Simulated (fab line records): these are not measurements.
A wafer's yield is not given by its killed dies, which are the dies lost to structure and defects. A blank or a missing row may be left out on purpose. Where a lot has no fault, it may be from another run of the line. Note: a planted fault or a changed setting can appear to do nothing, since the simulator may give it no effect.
Commonality check across tools	flow gf180mcu	36 wafers sampled across 12 lots

## WHY THIS WAS OPENED
Of 12 lots, 2 have the reading NSD_RS flagged at GF_PSD_RS_MEAS_14. Fault-free wafers read 46.16 ohm/sq, with a standard deviation of 0.079.
Rule: a lot is flagged in two cases, either no wafer of it has a number, or all its wafers with numbers fall more than 4 standard deviations from that mean. The other lots count as sound.

lot	measured	on	NSD_RS (ohm/sq), wafer by wafer	flag
L288	day 14 04:50	filmMetro-04	46.09 46.30 46.30	
L290	day 14 19:09	filmMetro-03	46.00 45.99 46.08	
L291	day 15 03:02	filmMetro-02	46.18 46.07 46.16	
L292	day 15 11:23	filmMetro-03	46.24 46.19 46.23	
L294	day 16 04:40	filmMetro-03	46.06 46.17 46.16	
L296	day 16 19:01	filmMetro-04	46.88 46.98 46.95	FLAGGED
L300	day 18 17:37	filmMetro-02	46.88 46.73 46.85	FLAGGED
L307	day 20 22:43	filmMetro-03	46.26 46.26 46.17	
L308	day 21 04:24	filmMetro-04	46.13 46.04 46.02	
L310	day 22 00:03	filmMetro-02	46.20 46.20 46.16	
L309	day 22 00:19	filmMetro-02	46.20 46.18 46.31	
L311	day 22 10:49	filmMetro-04	46.03 46.19 46.20	
Average over the flagged lots: 46.88 ohm/sq; offset from the usual +0.72 ohm/sq, equal to +9 standard deviations.

## EACH LOT AND THE TOOL IT RAN ON
2 process steps preceding the reading are held in the record, out of 602 steps in the route. Cell contents, in order: the tool; ch with the chambers the sampled wafers went through; the start.
lot	flag	GF_HV_LDD_STRIP_37	GF_NSD_IMPLANT_10
L288		plasmaAsher-03 ch 0,1, day 11 13:32	implanter-02 ch 0, day 13 08:06
L290		plasmaAsher-02 ch 0,1, day 12 03:02	implanter-01 ch 0, day 13 21:30
L291		plasmaAsher-04 ch 0,1, day 12 10:20	implanter-03 ch 0, day 14 05:16
L292		plasmaAsher-04 ch 0,1, day 12 17:34	implanter-03 ch 0, day 14 13:55
L294		plasmaAsher-02 ch 0,1, day 13 09:29	implanter-02 ch 0, day 15 06:14
L296	FLAGGED	plasmaAsher-03 ch 0,1, day 13 21:27	implanter-03 ch 0, day 15 20:01
L300	FLAGGED	plasmaAsher-02 ch 0,1, day 15 17:23	implanter-03 ch 0, day 17 17:11
L307		plasmaAsher-02 ch 0,1, day 17 17:44	implanter-02 ch 0, day 19 22:19
L308		plasmaAsher-04 ch 0,1, day 18 00:11	implanter-01 ch 0, day 20 04:05
L310		plasmaAsher-02 ch 0,1, day 18 19:01	implanter-01 ch 0, day 21 00:02
L309		plasmaAsher-04 ch 0,1, day 18 19:59	implanter-03 ch 0, day 21 00:14
L311		plasmaAsher-04 ch 0,1, day 19 07:56	implanter-02 ch 0, day 21 11:03
What these steps do:
- GF_HV_LDD_STRIP_37: strips in O2/N2.
- GF_NSD_IMPLANT_10
- GF_PSD_RS_MEAS_14: measures by four-point-probe.

## FLAGGED OVER TOTAL, TOOL BY TOOL (the gauges that took the reading come last)
step	tool	lots run	flagged	share of the flagged lots	sound lots run after its first flagged lot
GF_HV_LDD_STRIP_37	plasmaAsher-02	5	1	some	2 (L307,L310)
GF_HV_LDD_STRIP_37	plasmaAsher-03	2	1	some	0
GF_HV_LDD_STRIP_37	plasmaAsher-04	5	0	none	-
GF_NSD_IMPLANT_10	implanter-01	3	0	none	-
GF_NSD_IMPLANT_10	implanter-02	4	0	none	-
GF_NSD_IMPLANT_10	implanter-03	5	2	all	1 (L309)
GF_PSD_RS_MEAS_14	filmMetro-02	4	1	some	2 (L310,L309)
GF_PSD_RS_MEAS_14	filmMetro-03	4	0	none	-
GF_PSD_RS_MEAS_14	filmMetro-04	4	1	some	2 (L308,L311)

## WHAT IS ALLOWED BY THE TABLE
All flagged lots share 1 row of the table, namely implanter-03 at GF_NSD_IMPLANT_10.
- implanter-03 at GF_NSD_IMPLANT_10: 2 of its 5 lots flagged. After the first flagged lot (L309), sound lots still ran on it; a lasting fault on the whole tool would not permit that. Its own readings (doseIonsCm2, faradayCurrentUA) fall more than 4 standard deviations out on all wafers of the flagged lots.
Every row of the table either missed a flagged lot or ran a sound lot after the first.

## WHAT THE SIMULATOR HAD INSERTED
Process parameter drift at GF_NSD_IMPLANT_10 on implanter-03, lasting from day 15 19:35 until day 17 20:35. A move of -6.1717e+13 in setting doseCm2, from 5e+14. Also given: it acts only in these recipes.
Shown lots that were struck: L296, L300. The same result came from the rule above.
